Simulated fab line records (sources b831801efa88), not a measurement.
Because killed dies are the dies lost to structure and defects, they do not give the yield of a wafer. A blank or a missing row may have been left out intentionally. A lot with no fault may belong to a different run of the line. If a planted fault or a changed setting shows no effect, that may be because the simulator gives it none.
Which tool did it? || flow sky130 || 14 lots with 42 wafers sampled at 3 steps, on a route of 708 steps

## WHAT EACH GAUGE READ, for each wafer
SKY_CAPM_THK_MEAS_04: measures by xrf.
{"lot": "L996", "measured": "day 36 17:43", "on": "film-metro-02", "CAPM_TIN_THK (nm)": "211.8 208.0 209.1"}
{"lot": "L998", "measured": "day 37 12:05", "on": "film-metro-02", "CAPM_TIN_THK (nm)": "203.6 207.9 205.9"}
{"lot": "L999", "measured": "day 37 14:58", "on": "film-metro-02", "CAPM_TIN_THK (nm)": "205.2 203.6 203.6"}
{"lot": "L101", "measured": "day 38 15:30", "on": "film-metro-01", "CAPM_TIN_THK (nm)": "205.8 206.4 204.3"}
{"lot": "L102", "measured": "day 38 19:59", "on": "film-metro-01", "CAPM_TIN_THK (nm)": "203.3 200.4 203.2"}
{"lot": "L108", "measured": "day 40 11:21", "on": "film-metro-01", "CAPM_TIN_THK (nm)": "202.6 202.4 202.6"}
{"lot": "L109", "measured": "day 41 06:08", "on": "film-metro-02", "CAPM_TIN_THK (nm)": "198.0 199.8 199.6"}
{"lot": "L110", "measured": "day 41 09:25", "on": "film-metro-03", "CAPM_TIN_THK (nm)": "199.6 197.9 198.8"}
{"lot": "L112", "measured": "day 41 20:09", "on": "film-metro-02", "CAPM_TIN_THK (nm)": "201.3 201.4 200.9"}
{"lot": "L113", "measured": "day 42 04:58", "on": "film-metro-03", "CAPM_TIN_THK (nm)": "206.9 204.5 209.9"}
{"lot": "L114", "measured": "day 42 06:14", "on": "film-metro-03", "CAPM_TIN_THK (nm)": "201.8 206.3 202.4"}
{"lot": "L115", "measured": "day 42 13:38", "on": "film-metro-02", "CAPM_TIN_THK (nm)": "199.9 203.0 201.3"}
{"lot": "L116", "measured": "day 42 17:55", "on": "film-metro-01", "CAPM_TIN_THK (nm)": "202.7 204.4 204.4"}
{"lot": "L117", "measured": "day 43 04:43", "on": "film-metro-03", "CAPM_TIN_THK (nm)": "202.6 202.6 203.0"}

SKY_VIA3_OVL_MEAS_13.
{"lot": "L996", "measured": "day 39 22:31", "on": "overlay-02", "VIA3_OVL (nm)": "-1 0 -11"}
{"lot": "L998", "measured": "day 40 16:14", "on": "overlay-02", "VIA3_OVL (nm)": "-2 3 1"}
{"lot": "L999", "measured": "day 41 01:01", "on": "overlay-02", "VIA3_OVL (nm)": "-5 -7 0"}
{"lot": "L101", "measured": "day 41 18:48", "on": "overlay-01", "VIA3_OVL (nm)": "-2 1 -5"}
{"lot": "L102", "measured": "day 41 21:35", "on": "overlay-02", "VIA3_OVL (nm)": "-4 -7 -4"}
{"lot": "L108", "measured": "day 43 13:11", "on": "overlay-01", "VIA3_OVL (nm)": "-7 0 0"}
{"lot": "L109", "measured": "day 44 05:23", "on": "overlay-02", "VIA3_OVL (nm)": "-3 -9 1"}
{"lot": "L110", "measured": "day 44 10:14", "on": "overlay-01", "VIA3_OVL (nm)": "-3 -7 -2"}
{"lot": "L112", "measured": "day 44 18:49", "on": "overlay-02", "VIA3_OVL (nm)": "-5 -3 -2"}
{"lot": "L113", "measured": "day 45 03:12", "on": "overlay-01", "VIA3_OVL (nm)": "-2 -6 -5"}
{"lot": "L114", "measured": "day 45 03:22", "on": "overlay-02", "VIA3_OVL (nm)": "-4 -4 -3"}
{"lot": "L115", "measured": "day 45 10:22", "on": "overlay-01", "VIA3_OVL (nm)": "-5 -4 1"}
{"lot": "L116", "measured": "day 45 13:40", "on": "overlay-01", "VIA3_OVL (nm)": "-7 -9 -6"}
{"lot": "L117", "measured": "day 46 00:04", "on": "overlay-02", "VIA3_OVL (nm)": "-6 -10 -15"}

## TOOL THAT RAN EACH LOT (tool first, then ch and the chambers of the sampled wafers, then the start)
{"lot": "L996", "SKY_METAL3_DESCUM_15": "rie-metal-03 ch 0,1, day 38 20:42"}
{"lot": "L998", "SKY_METAL3_DESCUM_15": "rie-metal-02 ch 0, day 39 14:39"}
{"lot": "L999", "SKY_METAL3_DESCUM_15": "rie-metal-02 ch 0, day 39 18:31"}
{"lot": "L101", "SKY_METAL3_DESCUM_15": "rie-metal-02 ch 0,1, day 40 16:42"}
{"lot": "L102", "SKY_METAL3_DESCUM_15": "rie-metal-03 ch 0,1, day 40 20:28"}
{"lot": "L108", "SKY_METAL3_DESCUM_15": "rie-metal-02 ch 0,1, day 42 11:48"}
{"lot": "L109", "SKY_METAL3_DESCUM_15": "rie-metal-02 ch 0,1, day 43 04:33"}
{"lot": "L110", "SKY_METAL3_DESCUM_15": "rie-metal-02 ch 0,1, day 43 09:12"}
{"lot": "L112", "SKY_METAL3_DESCUM_15": "rie-metal-04 ch 0,1, day 43 18:47"}
{"lot": "L113", "SKY_METAL3_DESCUM_15": "rie-metal-02 ch 0,1, day 44 03:29"}
{"lot": "L114", "SKY_METAL3_DESCUM_15": "rie-metal-03 ch 0,1, day 44 03:50"}
{"lot": "L115", "SKY_METAL3_DESCUM_15": "rie-metal-02 ch 0,1, day 44 11:15"}
{"lot": "L116", "SKY_METAL3_DESCUM_15": "rie-metal-04 ch 0,1, day 44 14:51"}
{"lot": "L117", "SKY_METAL3_DESCUM_15": "rie-metal-03 ch 0,1, day 45 01:47"}
- SKY_METAL3_DESCUM_15: chemistry O2, time 8 s.

## WHAT THE TOOLS THEMSELVES READ (means of the sampled wafers that have a number; where no wafer has one, the mark that the record gives instead)
SKY_METAL3_DESCUM_15.
{"lot": "L996", "tool": "rie-metal-03", "drypump-motor-current-A (A)": 5.9, "oes-product-au (a.u.)": 1.010}
{"lot": "L998", "tool": "rie-metal-02", "drypump-motor-current-A (A)": 6.2, "oes-product-au (a.u.)": 1.016}
{"lot": "L999", "tool": "rie-metal-02", "drypump-motor-current-A (A)": 6.2, "oes-product-au (a.u.)": 1.016}
{"lot": "L101", "tool": "rie-metal-02", "drypump-motor-current-A (A)": 5.5, "oes-product-au (a.u.)": 1.006}
{"lot": "L102", "tool": "rie-metal-03", "drypump-motor-current-A (A)": 6.0, "oes-product-au (a.u.)": 1.008}
{"lot": "L108", "tool": "rie-metal-02", "drypump-motor-current-A (A)": 5.5, "oes-product-au (a.u.)": 1.013}
{"lot": "L109", "tool": "rie-metal-02", "drypump-motor-current-A (A)": 5.8, "oes-product-au (a.u.)": 1.020}
{"lot": "L110", "tool": "rie-metal-02", "drypump-motor-current-A (A)": 5.5, "oes-product-au (a.u.)": 1.013}
{"lot": "L112", "tool": "rie-metal-04", "drypump-motor-current-A (A)": 5.5, "oes-product-au (a.u.)": 1.005}
{"lot": "L113", "tool": "rie-metal-02", "drypump-motor-current-A (A)": 5.5, "oes-product-au (a.u.)": 1.004}
{"lot": "L114", "tool": "rie-metal-03", "drypump-motor-current-A (A)": 5.9, "oes-product-au (a.u.)": 0.999}
{"lot": "L115", "tool": "rie-metal-02", "drypump-motor-current-A (A)": 5.5, "oes-product-au (a.u.)": 1.005}
{"lot": "L116", "tool": "rie-metal-04", "drypump-motor-current-A (A)": 5.6, "oes-product-au (a.u.)": 0.999}
{"lot": "L117", "tool": "rie-metal-03", "drypump-motor-current-A (A)": 5.9, "oes-product-au (a.u.)": 1.009}

## THE ANSWER, worked out from the rows above alone
Rule: the usual values come from the lots themselves. The widest of any qualifying gaps counts: lots, ordered by their means at a reading, are off when they make up no more than a third of the lots, leave a main group of 4 or more, and stand apart from it by 3 or more times the standard deviation of that group's means. A main group is skipped when, at the precision printed for the reading in the tables above, its means are all equal. Also off: a lot with no number at a reading for which 4 or more lots have one. All remaining lots with rows at the step are treated as sound. After the gauges, taken in route order, come the tools' own readings; for these a lot's mean is taken, as printed above. At the first step where some lot is off, the reading lying furthest off is the one used; lots without a number count as furthest.
No lot is off on any of the readings shown, so nothing can be concluded from this.

## WHAT WAS PUT IN BY THE SIMULATOR
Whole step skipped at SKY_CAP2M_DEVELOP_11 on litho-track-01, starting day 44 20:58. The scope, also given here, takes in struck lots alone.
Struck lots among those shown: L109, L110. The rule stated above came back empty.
